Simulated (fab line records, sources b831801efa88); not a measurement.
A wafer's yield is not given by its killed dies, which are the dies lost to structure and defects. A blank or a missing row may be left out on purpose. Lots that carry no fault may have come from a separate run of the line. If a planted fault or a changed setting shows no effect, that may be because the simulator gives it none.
The tool behind it: which one? -- flow sky130 -- Sampling: 12 lots, 36 wafers, 4 of 708 route steps

## WHAT EACH GAUGE READ, for each wafer
SKY_SONOS_ONO_OVL_MEAS_14.
lot,measured,on,SONOS_ONO_OVL (nm)
L446,day 12 12:37,overlay-02,-0.1 -0.5 0.8
L449,day 13 18:25,overlay-01,1.1 2.4 3.2
L452,day 15 12:47,overlay-01,1.3 0.4 2.5
L453,day 15 14:20,overlay-01,1.6 1.0 1.2
L455,day 16 08:54,overlay-02,0.0 1.8 1.4
L461,day 17 18:13,overlay-02,1.8 1.6 3.4
L460,day 17 23:40,overlay-01,0.7 2.7 2.2
L463,day 18 18:25,overlay-02,0.6 0.1 1.9
L464,day 18 23:38,overlay-01,3.2 3.7 3.9
L466,day 19 16:39,overlay-02,-0.2 -0.6 0.2
L467,day 19 21:17,overlay-01,2.1 0.5 0.2
L468,day 20 07:23,overlay-01,1.5 -0.4 0.8

SKY_LI_CONTACT_CD_MEAS_12 targets a cd of 170 nm.
lot,measured,on,cdNm (nm)
L446,day 29 00:05,cdSem-02,170.9 169.7 168.9
L449,day 30 05:13,cdSem-02,172.4 172.5 171.9
L452,day 31 21:00,cdSem-01,170.2 171.0 169.7
L453,day 32 03:45,cdSem-02,171.0 169.6 170.1
L455,day 32 19:29,cdSem-02,172.6 172.8 173.0
L461,day 33 23:56,cdSem-02,169.4 170.5 168.7
L460,day 34 03:29,cdSem-01,171.0 171.7 171.5
L463,day 34 20:30,cdSem-02,172.5 172.2 171.6
L464,day 35 01:19,cdSem-02,161.5 153.0 150.1
L466,day 35 11:26,cdSem-01,156.0 114.1 116.2
L467,day 35 18:04,cdSem-02,169.0 169.4 168.4
L468,day 36 01:37,cdSem-01,169.5 171.1 168.3

## EACH LOT AND THE TOOL THAT RAN IT (in order: tool; ch and the chambers of the sampled wafers; start)
lot,SKY_LDD_N_STRIP_16,SKY_LI_CONTACT_EXPOSE_09
L446,"plasmaAsher-03 ch 0,1, day 17 16:36","krfScanner-02 ch 0, day 28 09:52"
L449,"plasmaAsher-03 ch 0,1, day 19 02:17","krfScanner-01 ch 0, day 29 15:52"
L452,"plasmaAsher-02 ch 0,1, day 20 21:55","krfScanner-01 ch 0, day 31 08:05"
L453,"plasmaAsher-01 ch 0,1, day 21 03:53","krfScanner-02 ch 0, day 31 14:20"
L455,"plasmaAsher-02 ch 0,1, day 21 21:57","krfScanner-02 ch 0, day 32 06:53"
L461,"plasmaAsher-01 ch 0, day 23 07:23","krfScanner-01 ch 0, day 33 12:08"
L460,"plasmaAsher-03 ch 0,1, day 23 13:00","krfScanner-01 ch 0, day 33 15:28"
L463,"plasmaAsher-03 ch 0,1, day 24 05:03","krfScanner-02 ch 0, day 34 08:06"
L464,"plasmaAsher-02 ch 0,1, day 24 11:01","krfScanner-01 ch 0, day 34 13:46"
L466,"plasmaAsher-01 ch 0,1, day 25 03:22","krfScanner-01 ch 0, day 35 00:07"
L467,"plasmaAsher-02 ch 0,1, day 25 08:04","krfScanner-02 ch 0, day 35 04:03"
L468,"plasmaAsher-02 ch 0,1, day 25 16:17","krfScanner-02 ch 0, day 35 12:35"
- SKY_LDD_N_STRIP_16: strips in O2/N2.
- SKY_LI_CONTACT_EXPOSE_09: exposes mask LICM1, target cd 170 nm.

## AS READ BY THE TOOLS THEMSELVES (means over the sampled wafers that have a number; for cases with no such wafer, the mark the record gives instead)
SKY_LDD_N_STRIP_16.
lot,tool,drypumpMotorCurrentA (A),oesProductAu (a.u.),stripTimeToEndpointS (s)
L446,plasmaAsher-03,5.3,0.408,4.318
L449,plasmaAsher-03,5.6,0.409,4.330
L452,plasmaAsher-02,5.7,0.406,4.335
L453,plasmaAsher-01,5.8,0.404,4.332
L455,plasmaAsher-02,5.9,0.403,4.324
L461,plasmaAsher-01,5.7,0.405,4.318
L460,plasmaAsher-03,5.3,0.407,4.320
L463,plasmaAsher-03,5.3,0.407,4.293
L464,plasmaAsher-02,5.9,0.402,4.320
L466,plasmaAsher-01,6.0,0.410,4.328
L467,plasmaAsher-02,5.7,0.411,4.296
L468,plasmaAsher-02,5.9,0.405,4.341

## THE ANSWER, worked out from the rows above alone
Rule: the lots themselves supply what counts as usual. Put in order of their means at a reading, lots are off if they are a third of the lots or fewer, leave a main group of 4 or more, and stand apart from it by a gap of 3 or more times the standard deviation of the main group's means; of several such gaps the widest counts. Not used: any main group whose means are identical at the precision the tables above print for the reading. A lot without any number at a reading at which 4 lots or more have one is off too. Where the step has rows for the other lots, those lots are counted as sound. First the gauges in route order, then the tools' own readings, where a lot's mean is used as printed above. The first step at which some lot is off is used, and at that step the reading that is off furthest; a lot without a number counts as furthest.
Off, at SKY_LI_CONTACT_CD_MEAS_12 on cdNm: L464, L466. For the main group the mean is 170.7 nm and the standard deviation 1.3.
A tool fits if, at a process step before that reading, it ran every lot that is off, and no sound lot after the first of them. Those tools and the gauges at SKY_LI_CONTACT_CD_MEAS_12 are tried in the same way. One fits: krfScanner-01 at SKY_LI_CONTACT_EXPOSE_09. A fault onset in the window from L460 (day 33 15:28, its last sound lot) to L464 (day 34 13:46, its first lot off) fits.

## WHAT HAD BEEN PUT IN BY THE SIMULATOR
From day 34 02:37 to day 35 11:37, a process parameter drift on krfScanner-01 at SKY_LI_CONTACT_EXPOSE_09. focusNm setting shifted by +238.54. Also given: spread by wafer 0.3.
Struck lots among those shown: L464, L466. The rule above reached the same finding.
